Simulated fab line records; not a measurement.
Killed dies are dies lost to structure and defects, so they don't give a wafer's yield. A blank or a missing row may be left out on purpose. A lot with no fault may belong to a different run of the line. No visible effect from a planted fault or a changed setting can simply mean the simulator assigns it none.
Matching of chambers -- flow sky130 -- 3 sister chambers for SKY_VIA4_HDPCVD_00 on hdpcvd-02
The step deposits SiO2, target thk 1750 nm, time 291.7 s. 3 wafers are shown with their chamber, then 7 later ones without.

== WAFERS PAIRED WITH THEIR CHAMBERS ==
wafer,chamber,sih4FlowSccm (sccm)
L370.4,0,59.79
L380.4,1,59.88
L381.5,2,60.20

== WAFERS WITHOUT THEIR CHAMBER ==
wafer,sih4FlowSccm (sccm)
L381.6,60.05
L385.1,59.96
L385.2,59.99
L385.6,60.08
L390.1,59.62
L390.3,60.33
L390.6,60.22

== WHICH CHAMBER EACH WENT THROUGH ==
wafer,from the rows above,in truth
L381.6,can't be placed: 2 or 1 or 0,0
L385.1,can't be placed: 1 or 0 or 2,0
L385.2,can't be placed: 1 or 0 or 2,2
L385.6,can't be placed: 2 or 1 or 0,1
L390.1,can't be placed: 0 or 1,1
L390.3,2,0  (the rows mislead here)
L390.6,2,2
Correct placement for 1 of the 7. Can't be placed from these rows: 5 (the true chamber is among the candidates in 5). Wrongly placed: 1.
How it was worked out, from the rows above alone: a wafer's distance from a chamber is the root of the sum, over the readings, of the square of ((its reading less the chamber's mean) divided by the reading's scatter). If the next closest chamber is less than 2 further off than the closest, the wafer can't be placed; otherwise it belongs to the closest. For every chamber, the mean is computed from those of its wafers that are shown. The scatter: root of mean squared gap, hidden wafer to nearest shown wafer, with one shown wafer a chamber.
